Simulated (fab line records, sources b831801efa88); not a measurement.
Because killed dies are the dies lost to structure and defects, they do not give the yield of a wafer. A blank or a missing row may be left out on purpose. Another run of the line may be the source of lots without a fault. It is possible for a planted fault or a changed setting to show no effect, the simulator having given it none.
A struck lot beside a sound one ; flow sky130 ; 14 steps out of a route of 708
Sound: these wafers, L114.1, L114.4, L114.6. Wafers struck: L123.1, L123.4, L123.6. Last of all comes the cause.
Order at every step that has rows: each side's tool, ch and its chambers, its first start. Under that, the readings that differ: sound wafers ; struck wafers ; difference of the means ; sigmas: that difference in standard deviations of wafers without a fault.
alike: readings whose means differ by less than 2 such deviations, and words and numbers that are the same on both sides. not compared: withheld readings, readings that some wafer has no value for, bounds like >300 that may hide the same value, and numbers for which the record gives no deviation and whose values overlap.
The two part at a step that has a row with sigmas, a row that says differs or no value, or rows on one side only. Non-overlapping numbers with no deviation appear without sigmas and do not part them. Lack of a reading on every wafer of one side parts them only where that side has two or more wafers.

first, 3 steps without rows for these wafers: SKY_METAL1_CLEAN_22 (cleans in IPA, time 180 s); SKY_METAL1_CLEAN_23 (cleans in O3/DIW); SKY_VIA1_HDPCVD_00 (deposits SiO2, target thk 1030 nm, time 171.7 s).
SKY_VIA1_THK_MEAS_01:
  sound on film-metro-03, day 34 02:37; struck on film-metro-04, day 36 23:01
  alike: VIA1_HDPCVD_THK
SKY_VIA1_CMP_02: polishes SiO2.
  sound on cmp-02 ch 1,2,3, day 34 02:43; struck on cmp-01 ch 0,1,2, day 36 23:13
  alike: motor-current-A
SKY_VIA1_BOW_MEAS_03:
  sound on film-metro-03, day 34 02:58; struck on film-metro-04, day 36 23:25
  alike: VIA1_BOW
then, 4 steps without rows for these wafers: SKY_VIA1_DEHYDRATE_04 (time 60 s); SKY_VIA1_HMDS_05 (prime time 60 s); SKY_VIA1_COAT_06 (resist thk 60 nm); SKY_VIA1_COAT_07 (resist thk 450 nm).
SKY_VIA1_SOFTBAKE_08: time 92.52 s.
  sound: litho-track-02 ch 0; struck: litho-track-01 ch 0
  alike: plate-sensor-t-centre-C, plate-sensor-t-edge-C
then, 1 step without rows for these wafers: SKY_VIA1_EXPOSE_09 (exposes mask VIM, target cd 150 nm).
SKY_VIA1_PEB_10:
  struck on litho-track-02, day 38 01:00; sound on litho-track-01 ch 0, day 35 04:00
reading;sound;struck;difference;sigmas
exhaust-pa (Pa);46.0 45.2 45.2;- - -;no value on the struck wafers;
  not compared: chill-plate-temp-C
then, 1 step without rows for these wafers: SKY_VIA1_DEVELOP_11 (develop time 60 s).

== WHERE THEY PART ==
Within this record, at SKY_VIA1_PEB_10 only.

WHY: what the simulator had put in
Step skipped in full: litho-track-02, at SKY_VIA1_PEB_10, from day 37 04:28 onward. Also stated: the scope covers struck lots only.
